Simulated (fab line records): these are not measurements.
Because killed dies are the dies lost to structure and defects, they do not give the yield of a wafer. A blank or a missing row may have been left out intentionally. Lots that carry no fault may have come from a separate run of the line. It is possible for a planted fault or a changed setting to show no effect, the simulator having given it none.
Which tool was responsible?    flow sky130    36 wafers from 12 lots sampled at 5 of the route's 708 steps

== WHAT THE GAUGES READ, wafer by wafer ==
SKY_FIELD_ISO_THK_MEAS_23. Usual: FIELD_ISO_OXIDATION_01_THK typically reads 9.98 nm, with standard deviation 0.15.
lot   measured     on            FIELD_ISO_OXIDATION_01_THK (nm)  flag
L426  day 2 11:34  filmMetro-02  10.01 9.75 10.04                 
L427  day 2 17:44  filmMetro-02  9.91 9.76 10.13                  
L428  day 3 00:25  filmMetro-02  10.28 10.20 10.19                
L429  day 3 04:48  filmMetro-02  10.13 9.83 9.98                  
L430  day 3 08:56  filmMetro-02  10.16 9.95 10.03                 
L431  day 3 15:34  filmMetro-02  9.88 9.83 9.86                   
L432  day 3 20:53  filmMetro-03  9.90 9.95 9.98                   
L433  day 4 00:58  filmMetro-03  9.72 9.87 9.77                   
L434  day 4 06:13  filmMetro-03  9.82 10.02 9.83                  
L441  day 5 19:47  filmMetro-02  9.86 9.90 9.94                   
L443  day 6 08:49  filmMetro-01  9.85 10.02 10.02                 
L447  day 7 01:47  filmMetro-03  10.15 10.02 10.01                

SKY_VT_ADJUST_HVTP_CD_MEAS_07: the cd target is 380 nm. Usual: cdNm at 378.9 nm, with a standard deviation of 2.5.
lot   measured      on        cdNm (nm)          flag
L426  day 6 05:55   cdSem-02  376.9 377.7 380.6  
L427  day 6 12:16   cdSem-02  383.0 382.2 382.8  
L428  day 6 19:32   cdSem-01  380.7 380.6 380.3  
L429  day 7 05:05   cdSem-01  382.4 380.3 380.5  
L430  day 7 10:41   cdSem-02  381.5 380.7 381.3  
L431  day 7 15:40   cdSem-02  381.4 380.8 378.8  
L432  day 7 23:59   cdSem-02  380.9 380.4 380.1  
L433  day 8 02:35   cdSem-02  374.4 378.1 376.7  
L434  day 8 07:46   cdSem-02  380.4 379.9 381.1  
L441  day 10 06:20  cdSem-01  375.6 376.2 375.3  
L443  day 11 00:41  cdSem-01  381.4 377.1 376.0  
L447  day 11 21:35  cdSem-01  379.5 380.4 376.7  

SKY_SONOS_TUNNEL_TW_MEAS_12. Usual: SONOS_TUNNEL_TW typically reads 197.5, with standard deviation 1.4.
lot   measured      on            SONOS_TUNNEL_TW    flag
L426  day 11 12:28  filmMetro-01  196.6 196.3 196.4  
L427  day 11 20:57  filmMetro-04  198.5 198.1 198.5  
L428  day 12 06:31  filmMetro-01  196.4 196.7 196.8  
L429  day 12 18:14  filmMetro-01  195.7 197.0 196.8  
L430  day 13 00:30  filmMetro-04  196.6 197.6 198.0  
L431  day 13 07:09  filmMetro-01  195.3 196.7 195.8  
L432  day 13 15:22  filmMetro-04  198.1 196.8 197.1  
L433  day 13 18:10  filmMetro-01  195.6 195.6 195.4  
L434  day 14 04:02  filmMetro-03  199.6 200.3 198.7  
L441  day 16 13:26  filmMetro-04  153.4 153.0 153.6  OFF
L443  day 17 10:20  filmMetro-03  154.9 154.0 155.3  OFF
L447  day 18 12:02  filmMetro-04  197.4 198.1 197.8  

== TOOL THAT RAN EACH LOT (tool first, then ch and the chambers of the sampled wafers, then the start) ==
lot   SKY_VT_ADJUST_LVTN_STRIP_20          SKY_SONOS_TUNNEL_IMPLANT_09
L426  plasmaAsher-04 ch 0,1, day 7 21:18   implanter-03 ch 0, day 11 12:03
L427  plasmaAsher-02 ch 0,1, day 8 03:41   implanter-01 ch 0, day 11 20:34
L428  plasmaAsher-04 ch 0,1, day 8 11:36   implanter-04 ch 0, day 12 05:56
L429  plasmaAsher-04 ch 0,1, day 8 23:18   implanter-04 ch 0, day 12 17:43
L430  plasmaAsher-04 ch 0,1, day 9 04:43   implanter-03 ch 0, day 13 00:07
L431  plasmaAsher-04 ch 0,1, day 9 09:23   implanter-01 ch 0, day 13 06:46
L432  plasmaAsher-04 ch 0, day 9 18:04     implanter-04 ch 0, day 13 14:58
L433  plasmaAsher-04 ch 0,1, day 9 20:58   implanter-01 ch 0, day 13 17:47
L434  plasmaAsher-01 ch 0,1, day 10 04:01  implanter-04 ch 0, day 14 03:38
L441  plasmaAsher-02 ch 0,1, day 12 05:40  implanter-01 ch 0, day 16 13:01
L443  plasmaAsher-02 ch 0,1, day 12 23:11  implanter-01 ch 0, day 17 09:56
L447  plasmaAsher-01 ch 0,1, day 13 20:04  implanter-03 ch 0, day 18 11:36
- SKY_VT_ADJUST_LVTN_STRIP_20: strips in O2/N2.
- SKY_SONOS_TUNNEL_IMPLANT_09

== WHAT THE TOOLS THEMSELVES READ (means of the sampled wafers that have a number; where no wafer has one, the mark that the record gives instead) ==
SKY_VT_ADJUST_LVTN_STRIP_20. Usual: drypumpMotorCurrentA 6.03 A, standard deviation 0.21; oesProductAu 0.716 a.u., standard deviation 0.0046; stripTimeToEndpointS 14.17 s, standard deviation 0.033.
lot   tool            drypumpMotorCurrentA (A)  oesProductAu (a.u.)  stripTimeToEndpointS (s)  flag
L426  plasmaAsher-04  5.80                      0.717                14.14                     
L427  plasmaAsher-02  6.18                      0.721                14.16                     
L428  plasmaAsher-04  5.93                      0.712                14.16                     
L429  plasmaAsher-04  5.80                      0.711                14.18                     
L430  plasmaAsher-04  5.82                      0.715                14.16                     
L431  plasmaAsher-04  5.80                      0.714                14.20                     
L432  plasmaAsher-04  6.08                      0.716                14.21                     
L433  plasmaAsher-04  5.80                      0.716                14.15                     
L434  plasmaAsher-01  6.21                      0.717                14.17                     
L441  plasmaAsher-02  6.18                      0.713                14.15                     
L443  plasmaAsher-02  6.08                      0.714                14.20                     
L447  plasmaAsher-01  6.19                      0.718                14.17                     

SKY_SONOS_TUNNEL_IMPLANT_09. Usual: doseIonsCm2 1.0001e+12, standard deviation 1.3e+09; faradayCurrentUA 5.62, standard deviation 0.12.
lot   tool          doseIonsCm2  faradayCurrentUA  flag
L426  implanter-03  1.0012e+12   5.68              
L427  implanter-01  1.0004e+12   5.64              
L428  implanter-04  9.9883e+11   5.67              
L429  implanter-04  1.0001e+12   5.65              
L430  implanter-03  1.0003e+12   5.65              
L431  implanter-01  1.0028e+12   5.60              
L432  implanter-04  1.0009e+12   5.57              
L433  implanter-01  9.9847e+11   5.58              
L434  implanter-04  9.9997e+11   5.62              
L441  implanter-01  3.9467e+11   2.18              OFF
L443  implanter-01  3.9403e+11   2.23              OFF
L447  implanter-03  1.0011e+12   5.61              

== THE ANSWER, worked out from the rows above alone ==
Rule: a lot is off if the mean of its wafers that have a number lies more than 3 standard deviations from the usual mean. Also off: a lot with no number at a reading for which 4 or more lots have one. Where the step has rows for the other lots, those lots are counted as sound. After the gauges, taken in route order, come the tools' own readings; for these a lot's mean is taken, as printed above. At the first step where some lot is off, the reading lying furthest off is the one used; lots without a number count as furthest.
Off: L441, L443, at SKY_SONOS_TUNNEL_TW_MEAS_12 (SONOS_TUNNEL_TW).
If a tool, at a process step before that reading, ran all the lots that are off and no sound lot after the first of them, it fits. Not tried: the gauges at SKY_SONOS_TUNNEL_TW_MEAS_12; whatever is off there is also off at SKY_SONOS_TUNNEL_IMPLANT_09, on other tools, and gauge error can't account for it. Undecided on this evidence; 2 tools fit (plasmaAsher-02 at SKY_VT_ADJUST_LVTN_STRIP_20, implanter-01 at SKY_SONOS_TUNNEL_IMPLANT_09).

== WHAT HAD BEEN PUT IN BY THE SIMULATOR ==
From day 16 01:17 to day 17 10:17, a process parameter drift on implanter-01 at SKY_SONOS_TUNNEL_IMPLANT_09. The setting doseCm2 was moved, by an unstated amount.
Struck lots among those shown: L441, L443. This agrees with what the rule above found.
